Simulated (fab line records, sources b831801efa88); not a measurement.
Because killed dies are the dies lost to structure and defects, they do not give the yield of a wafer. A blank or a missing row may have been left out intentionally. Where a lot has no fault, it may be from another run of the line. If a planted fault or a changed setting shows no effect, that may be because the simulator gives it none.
Which tool did it? | flow gf180mcu | 24 lots with 72 wafers sampled at 5 steps, on a route of 602 steps

== WHAT THE GAUGES READ, wafer by wafer ==
GF_VT_IMPLANT_OVL_MEAS_18. Usual: for VT_IMPLANT_01_OVL the level is 1.1 nm and the standard deviation is 1.2.
lot  | measured     | on         | VT_IMPLANT_01_OVL (nm) | flag
L074 | day 6 06:45  | overlay-02 | 1.1 0.5 0.9            |
L075 | day 6 13:03  | overlay-01 | 1.1 0.7 2.5            |
L076 | day 6 20:58  | overlay-01 | 3.8 2.2 3.8            |
L077 | day 7 01:33  | overlay-01 | 1.4 0.7 0.7            |
L078 | day 7 07:53  | overlay-02 | 0.7 1.5 0.8            |
L079 | day 7 15:07  | overlay-02 | 1.5 1.9 3.6            |
L080 | day 7 20:49  | overlay-01 | 0.3 0.6 2.7            |
L081 | day 8 02:40  | overlay-02 | -0.8 0.9 1.7           |
L082 | day 8 10:48  | overlay-02 | -0.5 0.4 1.2           |
L083 | day 8 17:52  | overlay-01 | -0.8 -1.4 -1.3         |
L084 | day 9 00:10  | overlay-02 | 3.5 1.7 2.4            |
L085 | day 9 05:47  | overlay-02 | 1.7 0.3 1.7            |
L086 | day 9 11:10  | overlay-02 | 2.0 4.6 2.6            |
L087 | day 9 17:07  | overlay-02 | 0.5 -2.2 2.5           |
L088 | day 10 00:07 | overlay-01 | 0.2 1.5 1.8            |
L089 | day 10 07:09 | overlay-01 | 2.0 -0.5 1.1           |
L090 | day 10 13:05 | overlay-01 | 1.5 1.7 1.9            |
L091 | day 10 18:49 | overlay-02 | 2.7 3.5 1.3            |
L092 | day 11 03:17 | overlay-02 | 0.2 3.3 2.4            |
L093 | day 11 09:00 | overlay-01 | 0.4 -0.8 -1.0          |
L094 | day 11 14:57 | overlay-02 | 2.6 1.1 0.9            |
L095 | day 11 20:30 | overlay-02 | 1.5 1.5 1.4            |
L096 | day 12 04:04 | overlay-01 | -0.5 2.3 0.7           |
L097 | day 12 07:34 | overlay-02 | 0.9 0.0 -0.3           |

GF_POLY_GATE_CD_MEAS_10: target cd 280 nm. Usual: 280.3 nm for cd_nm, sd 1.3.
lot  | measured     | on        | cd_nm (nm)        | flag
L074 | day 9 06:10  | cd_sem-01 | 280.6 280.0 281.0 |
L075 | day 9 12:17  | cd_sem-02 | 281.3 281.9 281.6 |
L076 | day 9 21:44  | cd_sem-02 | 279.0 279.6 278.9 |
L077 | day 10 02:35 | cd_sem-01 | 280.2 280.0 279.9 |
L078 | day 10 11:39 | cd_sem-01 | 280.5 280.1 280.2 |
L079 | day 10 18:41 | cd_sem-02 | 278.5 279.3 279.2 |
L080 | day 11 01:44 | cd_sem-01 | 280.6 280.1 281.4 |
L081 | day 11 07:43 | cd_sem-01 | 279.7 281.3 280.0 |
L082 | day 11 17:41 | cd_sem-02 | 279.1 278.3 279.5 |
L083 | day 11 23:59 | cd_sem-01 | 280.8 280.2 280.2 |
L084 | day 12 09:50 | cd_sem-02 | 282.3 281.3 280.5 |
L085 | day 12 12:34 | cd_sem-01 | 281.6 281.7 280.5 |
L086 | day 12 19:50 | cd_sem-02 | 281.2 280.5 281.4 |
L087 | day 13 02:28 | cd_sem-02 | 282.7 282.2 282.7 |
L088 | day 13 10:38 | cd_sem-02 | 280.9 280.5 279.8 |
L089 | day 13 17:08 | cd_sem-01 | 276.9 276.7 276.9 |
L090 | day 13 22:35 | cd_sem-02 | 280.6 279.9 279.2 |
L091 | day 14 06:16 | cd_sem-01 | 282.8 282.9 283.3 |
L092 | day 14 15:11 | cd_sem-01 | 279.6 279.9 278.6 |
L093 | day 14 20:53 | cd_sem-01 | 278.5 277.8 277.5 |
L094 | day 15 05:28 | cd_sem-02 | 279.0 280.1 279.3 |
L095 | day 15 11:47 | cd_sem-02 | 281.9 281.1 279.9 |
L096 | day 15 20:39 | cd_sem-02 | 280.0 279.9 280.7 |
L097 | day 16 01:10 | cd_sem-02 | 280.0 280.0 280.1 |

GF_CONTACT_BOW_MEAS_05. Usual: for CONTACT_BOW the level is 65 um and the standard deviation is 7.
lot  | measured     | on            | CONTACT_BOW (um) | flag
L074 | day 15 09:11 | film_metro-04 | 55 58 66         |
L075 | day 15 12:41 | film_metro-03 | 67 59 62         |
L076 | day 16 03:28 | film_metro-04 | 70 67 74         |
L077 | day 16 07:43 | film_metro-03 | 69 66 62         |
L078 | day 16 17:29 | film_metro-02 | 73 52 63         |
L079 | day 17 04:07 | film_metro-03 | 54 72 68         |
L080 | day 17 11:19 | film_metro-04 | 58 62 70         |
L081 | day 17 20:51 | film_metro-02 | 56 69 71         |
L082 | day 18 07:04 | film_metro-04 | 67 76 69         |
L083 | day 18 11:53 | film_metro-04 | 60 48 62         |
L084 | day 19 01:55 | film_metro-03 | 77 66 69         |
L085 | day 19 06:14 | film_metro-03 | 67 61 72         |
L086 | day 19 16:56 | film_metro-04 | 60 61 59         |
L087 | day 19 23:42 | film_metro-02 | 64 54 74         |
L088 | day 20 07:44 | film_metro-03 | 69 58 66         |
L089 | day 20 18:47 | film_metro-03 | 77 62 64         |
L090 | day 21 00:43 | film_metro-04 | 69 65 71         |
L091 | day 21 07:45 | film_metro-04 | 70 70 65         |
L092 | day 21 18:40 | film_metro-04 | 64 57 70         |
L093 | day 22 00:57 | film_metro-04 | 69 58 63         |
L094 | day 22 09:50 | film_metro-04 | 64 57 79         |
L095 | day 22 17:02 | film_metro-03 | 74 57 55         |
L096 | day 23 03:12 | film_metro-04 | 66 77 76         |
L097 | day 23 08:28 | film_metro-03 | 68 77 68         |

== WHAT TOOL EACH LOT RAN ON (gives the tool, then ch and the chambers of the sampled wafers, and finally the start) ==
lot  | GF_VT_IMPLANT_STRIP_20               | GF_SALICIDE_RTA_08
L074 | plasma_asher-03 ch 0,1, day 6 06:58  | rtp_anneal-01 ch 0, day 15 08:33
L075 | plasma_asher-04 ch 0,1, day 6 13:14  | rtp_anneal-01 ch 0, day 15 12:02
L076 | plasma_asher-02 ch 0,1, day 6 21:11  | rtp_anneal-02 ch 0, day 16 02:47
L077 | plasma_asher-02 ch 0,1, day 7 01:46  | rtp_anneal-01 ch 0, day 16 07:04
L078 | plasma_asher-02 ch 0,1, day 7 08:05  | rtp_anneal-02 ch 0, day 16 16:52
L079 | plasma_asher-04 ch 0,1, day 7 15:17  | rtp_anneal-01 ch 0, day 17 03:28
L080 | plasma_asher-02 ch 0,1, day 7 20:59  | rtp_anneal-02 ch 0, day 17 10:41
L081 | plasma_asher-04 ch 0, day 8 02:50    | rtp_anneal-01 ch 0, day 17 20:10
L082 | plasma_asher-02 ch 0,1, day 8 11:01  | rtp_anneal-01 ch 0, day 18 06:25
L083 | plasma_asher-02 ch 0, day 8 18:02    | rtp_anneal-01 ch 0, day 18 11:13
L084 | plasma_asher-03 ch 0,1, day 9 00:22  | rtp_anneal-02 ch 0, day 19 01:17
L085 | plasma_asher-03 ch 0,1, day 9 05:58  | rtp_anneal-02 ch 0, day 19 05:34
L086 | plasma_asher-03 ch 0,1, day 9 11:22  | rtp_anneal-02 ch 0, day 19 16:18
L087 | plasma_asher-02 ch 0,1, day 9 17:19  | rtp_anneal-02 ch 0, day 19 23:04
L088 | plasma_asher-02 ch 0,1, day 10 00:17 | rtp_anneal-01 ch 0, day 20 07:05
L089 | plasma_asher-02 ch 0,1, day 10 07:22 | rtp_anneal-02 ch 0, day 20 18:09
L090 | plasma_asher-02 ch 0,1, day 10 13:17 | rtp_anneal-02 ch 0, day 21 00:04
L091 | plasma_asher-04 ch 0,1, day 10 18:59 | rtp_anneal-01 ch 0, day 21 07:07
L092 | plasma_asher-04 ch 0,1, day 11 03:28 | rtp_anneal-02 ch 0, day 21 18:02
L093 | plasma_asher-02 ch 0,1, day 11 09:11 | rtp_anneal-01 ch 0, day 22 00:19
L094 | plasma_asher-04 ch 0,1, day 11 15:08 | rtp_anneal-02 ch 0, day 22 09:05
L095 | plasma_asher-04 ch 0,1, day 11 20:41 | rtp_anneal-02 ch 0, day 22 16:17
L096 | plasma_asher-03 ch 0,1, day 12 04:16 | rtp_anneal-01 ch 0, day 23 02:34
L097 | plasma_asher-03 ch 0,1, day 12 07:46 | rtp_anneal-01 ch 0, day 23 07:49
- GF_VT_IMPLANT_STRIP_20: strips in O2/N2.
- GF_SALICIDE_RTA_08: time 30 s.

== WHAT THE TOOLS THEMSELVES READ (means of the sampled wafers that have a number; where no wafer has one, the mark that the record gives instead) ==
GF_VT_IMPLANT_STRIP_20. Usual: chamber_pressure_mTorr 1500.1 mTorr, standard deviation 1.3; drypump_motor_current_A 5.6 A, standard deviation 0.49; heater_power_w 342 W, standard deviation 33; oes_product_au 0.716 a.u., standard deviation 0.0046; platen_temp_c 250.03 C, standard deviation 0.17; strip_time_to_endpoint_s 12.63 s, standard deviation 0.037.
lot  | tool            | chamber_pressure_mTorr (mTorr) | drypump_motor_current_A (A) | heater_power_w (W) | oes_product_au (a.u.) | platen_temp_c (C) | strip_time_to_endpoint_s (s) | flag
L074 | plasma_asher-03 | 1500.0                         | 5.9                         | 360                | 0.720                 | 250.03            | 12.61                        |
L075 | plasma_asher-04 | 1500.5                         | 5.4                         | 306                | 0.716                 | 250.16            | 12.64                        |
L076 | plasma_asher-02 | 1499.5                         | 5.3                         | 361                | 0.718                 | 250.00            | 12.58                        |
L077 | plasma_asher-02 | 1500.0                         | 5.6                         | 353                | 0.717                 | 249.89            | 12.64                        |
L078 | plasma_asher-02 | 1500.1                         | 5.3                         | 352                | 0.717                 | 249.81            | 12.61                        |
L079 | plasma_asher-04 | 1499.9                         | 5.6                         | 294                | 0.712                 | 250.34            | 12.59                        |
L080 | plasma_asher-02 | 1500.3                         | 5.6                         | 345                | 0.718                 | 249.93            | 12.61                        |
L081 | plasma_asher-04 | 1500.2                         | 5.8                         | 284                | 0.716                 | 249.84            | 12.64                        |
L082 | plasma_asher-02 | 1499.6                         | 5.3                         | 358                | 0.716                 | 249.97            | 12.60                        |
L083 | plasma_asher-02 | 1502.0                         | 4.9                         | 360                | 0.716                 | 250.09            | 12.65                        |
L084 | plasma_asher-03 | 1500.9                         | 6.1                         | 382                | 0.714                 | 250.08            | 12.63                        |
L085 | plasma_asher-03 | 1500.0                         | 5.9                         | 358                | 0.717                 | 250.14            | 12.69                        |
L086 | plasma_asher-03 | 1499.2                         | 6.0                         | 354                | 0.716                 | 250.06            | 12.66                        |
L087 | plasma_asher-02 | 1499.9                         | 5.6                         | 345                | 0.716                 | 249.95            | 12.62                        |
L088 | plasma_asher-02 | 1501.0                         | 5.3                         | 356                | 0.715                 | 250.00            | 12.73                        |
L089 | plasma_asher-02 | 1500.6                         | 5.3                         | 354                | 0.715                 | 249.98            | 12.61                        |
L090 | plasma_asher-02 | 1501.0                         | 5.3                         | 357                | 0.714                 | 250.00            | 12.63                        |
L091 | plasma_asher-04 | 1499.8                         | 5.4                         | 312                | 0.720                 | 250.12            | 12.61                        |
L092 | plasma_asher-04 | 1498.7                         | 5.6                         | 296                | 0.714                 | 250.11            | 12.70                        |
L093 | plasma_asher-02 | 1500.2                         | 5.3                         | 355                | 0.718                 | 249.86            | 12.61                        |
L094 | plasma_asher-04 | 1500.0                         | 5.4                         | 304                | 0.720                 | 250.09            | 12.60                        |
L095 | plasma_asher-04 | 1499.6                         | 5.4                         | 306                | 0.721                 | 249.89            | 12.63                        |
L096 | plasma_asher-03 | 1498.9                         | 6.0                         | 358                | 0.718                 | 250.18            | 12.64                        |
L097 | plasma_asher-03 | 1500.1                         | 5.9                         | 356                | 0.714                 | 249.82            | 12.61                        |

GF_SALICIDE_RTA_08. Usual: lamp_power_pct 16.3 %, standard deviation 0.4; wafer_temp_C_max 802.6, standard deviation 0.56.
lot  | tool          | lamp_power_pct (%) | wafer_temp_C_max | flag
L074 | rtp_anneal-01 | 16.7               | 802.6            |
L075 | rtp_anneal-01 | 16.7               | 802.7            |
L076 | rtp_anneal-02 | 15.9               | 802.7            |
L077 | rtp_anneal-01 | 16.7               | 802.7            |
L078 | rtp_anneal-02 | 15.9               | 802.5            |
L079 | rtp_anneal-01 | 16.7               | 802.5            |
L080 | rtp_anneal-02 | 15.9               | 802.7            |
L081 | rtp_anneal-01 | 16.7               | 802.5            |
L082 | rtp_anneal-01 | 16.7               | 802.9            |
L083 | rtp_anneal-01 | 16.7               | 803.1            |
L084 | rtp_anneal-02 | 15.9               | 802.0            |
L085 | rtp_anneal-02 | 15.9               | 802.4            |
L086 | rtp_anneal-02 | 15.9               | 802.5            |
L087 | rtp_anneal-02 | 15.9               | 802.6            |
L088 | rtp_anneal-01 | 16.7               | 803.3            |
L089 | rtp_anneal-02 | 15.9               | 801.9            |
L090 | rtp_anneal-02 | 15.9               | 802.7            |
L091 | rtp_anneal-01 | 16.7               | 801.9            |
L092 | rtp_anneal-02 | 15.9               | 803.4            |
L093 | rtp_anneal-01 | 16.7               | 803.1            |
L094 | rtp_anneal-02 | 15.9               | 802.9            |
L095 | rtp_anneal-02 | 15.9               | 801.9            |
L096 | rtp_anneal-01 | 16.7               | 803.1            |
L097 | rtp_anneal-01 | 16.7               | 802.5            |

== THE ANSWER, worked out from the rows above alone ==
Rule: a lot is off if the mean of its wafers that have a number lies more than 3 standard deviations from the usual mean. A lot without any number at a reading at which 4 lots or more have one is off too. All remaining lots with rows at the step are treated as sound. First the gauges in route order, then the tools' own readings, where a lot's mean is used as printed above. At the first step where some lot is off, the reading lying furthest off is the one used; lots without a number count as furthest.
Nothing can be told from this: no lot is off at any reading shown.

== WHAT HAD BEEN PUT IN BY THE SIMULATOR ==
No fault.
